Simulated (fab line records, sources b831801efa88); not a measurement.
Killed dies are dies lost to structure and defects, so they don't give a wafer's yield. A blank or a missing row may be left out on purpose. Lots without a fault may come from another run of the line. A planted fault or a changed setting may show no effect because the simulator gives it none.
A struck lot beside a sound one | flow gf180mcu | 37 steps out of a route of 602
Sound: wafers L150.1, L150.2, L150.6. Struck: wafer L158.6. (L158.4 of the same lot was not struck and is left out.) The cause comes at the end.
At each step with rows: each side's tool, then ch and its chambers, then its first start. Under that, the readings that differ: sound wafers | struck wafers | difference of the means | sigmas: that difference in standard deviations of wafers without a fault.
alike: readings whose means differ by less than 2 such deviations, and words and numbers that are the same on both sides. not compared: withheld readings, readings that some wafer has no value for, bounds like >300 that may hide the same value, and numbers for which the record gives no deviation and whose values overlap.
The two part at a step that has a row with sigmas, a row that says differs or no value, or rows on one side only. Numbers that don't overlap but have no deviation are shown without sigmas and don't part them. A reading that every wafer of one side lacks parts them only if that side has two wafers or more.

first, 2 steps without rows for these wafers: GF_M4_PEB_12 (peb time 90 s); GF_M4_DEVELOP_13 (develop time 60 s).
GF_M4_CD_MEAS_14: target cd 280 nm.
  sound on cd_sem-02, day 24 11:11; struck on cd_sem-02, day 27 10:28
  reading    | sound             | struck | difference | sigmas
  cd_nm (nm) | 282.4 281.8 282.0 | 279.4  | -2.7       | -2
GF_M4_OVL_MEAS_15:
  sound on overlay-02, day 24 11:19; struck on overlay-02, day 27 10:32
  alike: M4_OVL
then, 5 steps without rows for these wafers: GF_M4_METAL_ETCH_16 (etches the open film in Cl2/BCl3, stops on SiO2, target depth 750.8 nm, time 125.1 s); GF_M4_STRIP_17 (strips in O2/N2); GF_M4_STRIP_18 (strips in post etch residue remover, time 1200 s); GF_M4_CLEAN_19 (cleans in DIW); GF_V4_CVD_00 (deposits SiO2, target thk 600 nm, time 100 s).
GF_V4_THK_MEAS_01:
  sound on film_metro-01, day 24 12:05; struck on film_metro-04, day 27 11:19
  alike: V4_CVD_00_THK
GF_V4_CVD_02: deposits SiO2 from TEOS, target thk 850 nm, time 94.851 s.
  sound on pecvd-04 ch 0,2, day 24 12:08; struck on pecvd-01 ch 1, day 27 11:23
  alike: heater_power_w
GF_V4_THK_MEAS_03:
  sound on film_metro-03, day 24 12:13; struck on film_metro-04, day 27 11:27
  alike: V4_CVD_02_THK
GF_V4_CMP_04: polishes SiO2.
  sound on cmp-02 ch 0,1,2, day 24 12:19; struck on cmp-02 ch 1, day 27 11:38
  reading                             | sound             | struck | difference | sigmas
  time_to_endpoint_s (s)              | 87 80 83          | 58     | -25        | -5
  model.SiO2_of_V4_CVD_02.thk_nm (nm) | 632.7 632.5 630.7 | 696    | +64        |
  alike: edge_zone_pressure_frac, motor_current_A
GF_V4_BOW_MEAS_05:
  sound on film_metro-04, day 24 12:34; struck on film_metro-01, day 27 11:50
  alike: V4_BOW
then, 8 steps without rows for these wafers: GF_V4_DEHYDRATE_06 (time 60 s); GF_V4_HMDS_07 (prime time 60 s); GF_V4_COAT_08; GF_V4_COAT_09 (resist thk 1000 nm); GF_V4_SOFTBAKE_10 (time 60 s); GF_V4_EXPOSE_11 (exposes mask Via4, target cd 260 nm); GF_V4_PEB_12 (peb time 90 s); GF_V4_DEVELOP_13 (develop time 60 s).
GF_V4_CD_MEAS_14: target cd 260 nm.
  sound on cd_sem-01, day 25 10:17; struck on cd_sem-01, day 28 07:05
  reading    | sound             | struck | difference | sigmas
  cd_nm (nm) | 261.4 260.2 260.4 | 258.2  | -2.5       | -2
GF_V4_OVL_MEAS_15:
  sound on overlay-02, day 25 10:25; struck on overlay-02, day 28 07:10
  alike: V4_OVL
then, 1 step without rows for these wafers: GF_V4_ETCH_16 (etches BARC in N2/H2).
GF_V4_ETCH_17: etches SiO2 in C4F8/O2/Ar, stops on TiN, target depth 630 nm.
  sound on rie_diel-04 ch 0,2,3; struck on rie_diel-01 ch 1
  reading                        | sound             | struck | difference | sigmas
  oes_product_au (a.u.)          | 0.853 0.856 0.851 | 0.903  | +0.050     | +12
  model.etch.depth_nm (nm)       | 632.7 632.5 630.7 | 696    | +64        |
  model.V4.feature_depth_nm (nm) | 632.7 632.5 630.7 | 696    | +64        |
GF_V4_STRIP_18: strips in O2/N2.
  sound on plasma_asher-03 ch 0,1, day 25 10:34; struck on plasma_asher-03 ch 1, day 28 07:21
  alike: drypump_motor_current_A, heater_power_w, oes_product_au
  not compared: rf_hours_counter_h
then, 3 steps without rows for these wafers: GF_V4_STRIP_19 (strips in post etch residue remover, time 1200 s); GF_V4_CLEAN_20 (cleans in DIW); GF_V4_SPUTTER_21 (material Ti, target thk 15 nm, time 80.02 s).
GF_V4_SPUTTER_22: material TiN, target thk 10 nm, time 40 s.
  sound on pvd_sputter-02, day 25 11:12; struck on pvd_sputter-03, day 28 07:55
  alike: throttle_valve_pct
GF_V4_CVD_23: deposits W, target thk 350 nm, time 104.9 s.
  sound on cvd_w-02 ch 0,1, day 25 11:14; struck on cvd_w-01 ch 0, day 28 07:59
  alike: heater_power_w
GF_V4_RS_MEAS_24: measures by four-point-probe.
  sound on film_metro-03, day 25 11:22; struck on film_metro-04, day 28 08:08
  alike: V4_W_RS
GF_V4_THK_MEAS_25: measures by xrf.
  sound on film_metro-03, day 25 11:29; struck on film_metro-04, day 28 08:13
  alike: V4_W_THK
GF_V4_CMP_26: polishes, stops on SiO2, t overpolish 15 s, target thk 0 nm.
  sound on cmp-02 ch 1,3, day 25 11:32; struck on cmp-01 ch 2, day 28 08:41
  reading                             | sound           | struck | difference | sigmas
  model.SiO2_of_V4_CVD_02.thk_nm (nm) | 629 628.7 626.9 | 692.2  | +64.0      |
  alike: edge_zone_pressure_frac, motor_current_A
GF_MIM_SPUTTER_00: material Ti, target thk 37.5 nm, time 150 s.
  sound on pvd_sputter-03, day 25 11:50; struck on pvd_sputter-01, day 28 08:50
  alike: substrate_temp_c, throttle_valve_pct
GF_PASSIVATION_PROBE_99:
  the record has rows for the sound wafers here (prober-01, day 29 22:35) and none for the struck ones

WHERE THEY PART
First at GF_M4_CD_MEAS_14; last, within this record, at GF_PASSIVATION_PROBE_99.

WHY: what the simulator had put in
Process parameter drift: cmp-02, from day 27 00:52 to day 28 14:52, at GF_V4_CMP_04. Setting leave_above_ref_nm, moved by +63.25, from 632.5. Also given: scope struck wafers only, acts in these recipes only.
